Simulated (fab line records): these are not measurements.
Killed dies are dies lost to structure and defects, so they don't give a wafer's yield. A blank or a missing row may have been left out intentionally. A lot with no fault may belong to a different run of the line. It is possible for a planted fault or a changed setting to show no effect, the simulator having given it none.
Which tool is to blame? || flow sky130 || 34 wafers from 12 lots sampled at 2 of the route's 708 steps

WHAT THE GAUGES READ, wafer by wafer
SKY_LI_CONTACT_BOW_MEAS_03.
{"lot": "L996", "measured": "day 27 21:33", "on": "filmMetro-03", "LI_CONTACT_BOW (um)": "47 66 64"}
{"lot": "L997", "measured": "day 28 06:13", "on": "filmMetro-02", "LI_CONTACT_BOW (um)": "64 56 59"}
{"lot": "L998", "measured": "day 28 20:59", "on": "filmMetro-04", "LI_CONTACT_BOW (um)": "49 50 56"}
{"lot": "L999", "measured": "day 29 14:33", "on": "filmMetro-03", "LI_CONTACT_BOW (um)": "57 52 60"}
{"lot": "L102", "measured": "day 29 18:36", "on": "filmMetro-04", "LI_CONTACT_BOW (um)": "49 57 58"}
{"lot": "L103", "measured": "day 30 14:45", "on": "filmMetro-04", "LI_CONTACT_BOW (um)": "71 56 58"}
{"lot": "L108", "measured": "day 32 06:35", "on": "filmMetro-03", "LI_CONTACT_BOW (um)": "50 46"}
{"lot": "L110", "measured": "day 32 14:37", "on": "filmMetro-02", "LI_CONTACT_BOW (um)": "34 53"}
{"lot": "L113", "measured": "day 33 18:14", "on": "filmMetro-04", "LI_CONTACT_BOW (um)": "66 49 41"}
{"lot": "L116", "measured": "day 34 09:35", "on": "filmMetro-04", "LI_CONTACT_BOW (um)": "72 49 67"}
{"lot": "L118", "measured": "day 34 19:40", "on": "filmMetro-03", "LI_CONTACT_BOW (um)": "54 52 60"}
{"lot": "L119", "measured": "day 35 02:40", "on": "filmMetro-02", "LI_CONTACT_BOW (um)": "52 56 59"}

SKY_LI_CONTACT_RS_MEAS_22: measures by four-point-probe.
{"lot": "L996", "measured": "day 29 03:20", "on": "filmMetro-03", "LI_CONTACT_W_RS (ohm/sq)": "0.2870 0.2880 0.2894"}
{"lot": "L997", "measured": "day 29 10:26", "on": "filmMetro-03", "LI_CONTACT_W_RS (ohm/sq)": "0.2863 0.2935 0.2901"}
{"lot": "L998", "measured": "day 30 01:55", "on": "filmMetro-03", "LI_CONTACT_W_RS (ohm/sq)": "0.2855 0.2812 0.2822"}
{"lot": "L999", "measured": "day 30 19:07", "on": "filmMetro-03", "LI_CONTACT_W_RS (ohm/sq)": "0.2807 0.2859 0.2852"}
{"lot": "L102", "measured": "day 30 23:12", "on": "filmMetro-04", "LI_CONTACT_W_RS (ohm/sq)": "0.2870 0.2831 0.2833"}
{"lot": "L103", "measured": "day 31 18:48", "on": "filmMetro-03", "LI_CONTACT_W_RS (ohm/sq)": "0.2811 0.2850 0.2848"}
{"lot": "L108", "measured": "day 33 10:54", "on": "filmMetro-04", "LI_CONTACT_W_RS (ohm/sq)": "0.2858 0.2883"}
{"lot": "L110", "measured": "day 33 18:29", "on": "filmMetro-02", "LI_CONTACT_W_RS (ohm/sq)": "0.2869 0.2874"}
{"lot": "L113", "measured": "day 34 21:13", "on": "filmMetro-04", "LI_CONTACT_W_RS (ohm/sq)": "0.2865 0.2824 0.2844"}
{"lot": "L116", "measured": "day 35 12:47", "on": "filmMetro-04", "LI_CONTACT_W_RS (ohm/sq)": "0.2948 0.2879 0.2894"}
{"lot": "L118", "measured": "day 35 22:25", "on": "filmMetro-04", "LI_CONTACT_W_RS (ohm/sq)": "0.2838 0.2856 0.2833"}
{"lot": "L119", "measured": "day 36 05:37", "on": "filmMetro-02", "LI_CONTACT_W_RS (ohm/sq)": "0.2866 0.2841 0.2818"}

WHAT TOOL EACH LOT RAN ON (gives the tool, then ch and the chambers of the sampled wafers, and finally the start)
Record: no process step prior to these readings.

AS READ BY THE TOOLS THEMSELVES (means over the sampled wafers that have a number; for cases with no such wafer, the mark the record gives instead)
The record holds no such reading with a usual standard deviation.

THE ANSWER, worked out from the rows above alone
Rule: the usual values come from the lots themselves. The widest of any qualifying gaps counts: lots, ordered by their means at a reading, are off when they make up no more than a third of the lots, leave a main group of 4 or more, and stand apart from it by 3 or more times the standard deviation of that group's means. Not used: any main group whose means are identical at the precision the tables above print for the reading. A lot without any number at a reading at which 4 lots or more have one is off too. Where the step has rows for the other lots, those lots are counted as sound. The gauges are gone through in route order, then the tools' own readings, and for those a lot's mean is taken as printed above. At the first step where some lot is off, the reading lying furthest off is the one used; lots without a number count as furthest.
Nothing can be told from this: no lot is off at any reading shown.

WHAT THE SIMULATOR HAD INSERTED
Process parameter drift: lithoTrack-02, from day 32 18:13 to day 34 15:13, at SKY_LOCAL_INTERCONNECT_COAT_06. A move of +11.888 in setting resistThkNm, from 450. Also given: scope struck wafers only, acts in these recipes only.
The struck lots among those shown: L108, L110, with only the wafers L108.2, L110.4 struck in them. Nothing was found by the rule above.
